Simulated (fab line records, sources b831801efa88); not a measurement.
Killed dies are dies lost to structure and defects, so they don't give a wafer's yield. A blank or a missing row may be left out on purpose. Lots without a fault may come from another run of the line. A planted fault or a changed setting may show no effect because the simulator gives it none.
A struck lot beside a sound one | flow sky130 | 15 steps out of a route of 708
Sound: wafers L653.1, L653.2, L653.5. Struck: wafers L659.1, L659.2, L659.3. The cause comes at the end.
At each step with rows: each side's tool, then ch and its chambers, then its first start. Under that, the readings that differ: sound wafers | struck wafers | difference of the means | sigmas: that difference in standard deviations of wafers without a fault.
alike: readings whose means differ by less than 2 such deviations, and words and numbers that are the same on both sides. not compared: withheld readings, readings that some wafer has no value for, bounds like >300 that may hide the same value, and numbers for which the record gives no deviation and whose values overlap.
The two part at a step that has a row with sigmas, a row that says differs or no value, or rows on one side only. Numbers that don't overlap but have no deviation are shown without sigmas and don't part them. A reading that every wafer of one side lacks parts them only if that side has two wafers or more.

SKY_VT_ADJUST_PCH_STRIP_09: strips in O2/N2.
  sound on plasma_asher-04 ch 0,1, day 12 22:35; struck on plasma_asher-04 ch 0,1, day 15 00:07
  alike: drypump_motor_current_A, oes_product_au, strip_time_to_endpoint_s
  not compared: rf_hours_counter_h
SKY_VT_ADJUST_PCH_TW_MEAS_10:
  sound on film_metro-03, day 12 22:41; struck on film_metro-02, day 15 00:13
  alike: VT_ADJUST_PCH_TW
then, 7 steps without rows for these wafers: SKY_SONOS_TUNNEL_DEHYDRATE_00 (time 60 s); SKY_SONOS_TUNNEL_HMDS_01 (prime time 60 s); SKY_SONOS_TUNNEL_COAT_02 (resist thk 1140 nm); SKY_SONOS_TUNNEL_SOFTBAKE_03 (time 60 s); SKY_SONOS_TUNNEL_EXPOSE_04 (exposes mask TUNM, target cd 410 nm); SKY_SONOS_TUNNEL_PEB_05; SKY_SONOS_TUNNEL_DEVELOP_06 (develop time 60 s).
SKY_SONOS_TUNNEL_CD_MEAS_07: target cd 410 nm.
  sound on cd_sem-02, day 13 23:29; struck on cd_sem-02, day 16 03:29
  alike: cd_nm
SKY_SONOS_TUNNEL_OVL_MEAS_08:
  sound on overlay-02, day 13 23:37; struck on overlay-02, day 16 03:36
  alike: SONOS_TUNNEL_OVL
then, 1 step without rows for these wafers: SKY_SONOS_TUNNEL_IMPLANT_09.
SKY_SONOS_TUNNEL_WET_ETCH_10: etches SiO2 in dHF, target depth 14 nm, time 280 s.
  sound on wet_bench-04 ch 1, day 13 23:48; struck on wet_bench-02 ch 1, day 16 03:47
  no value came back on the struck wafers for bath_heat_duty_pct (%), run_length_s (s); on the sound wafers bath_heat_duty_pct (%) reads 5.2 6.1 5.1
then, 1 step without rows for these wafers: SKY_SONOS_TUNNEL_STRIP_11 (strips in SPM, time 600 s).
-- the record jumps here: 33 days lie between the struck wafers' starts before and after (it left off in module SONOS_TUNNEL and takes up again in module PAD_OPEN, whose first step shown is number 708 of the route) --
SKY_PAD_OPEN_PROBE_99:
  the record has rows for the struck wafers here (prober-01, day 49 05:01) and none for the sound ones

WHERE THEY PART
First at SKY_SONOS_TUNNEL_WET_ETCH_10; last, within this record, at SKY_PAD_OPEN_PROBE_99.

WHY: what the simulator had put in
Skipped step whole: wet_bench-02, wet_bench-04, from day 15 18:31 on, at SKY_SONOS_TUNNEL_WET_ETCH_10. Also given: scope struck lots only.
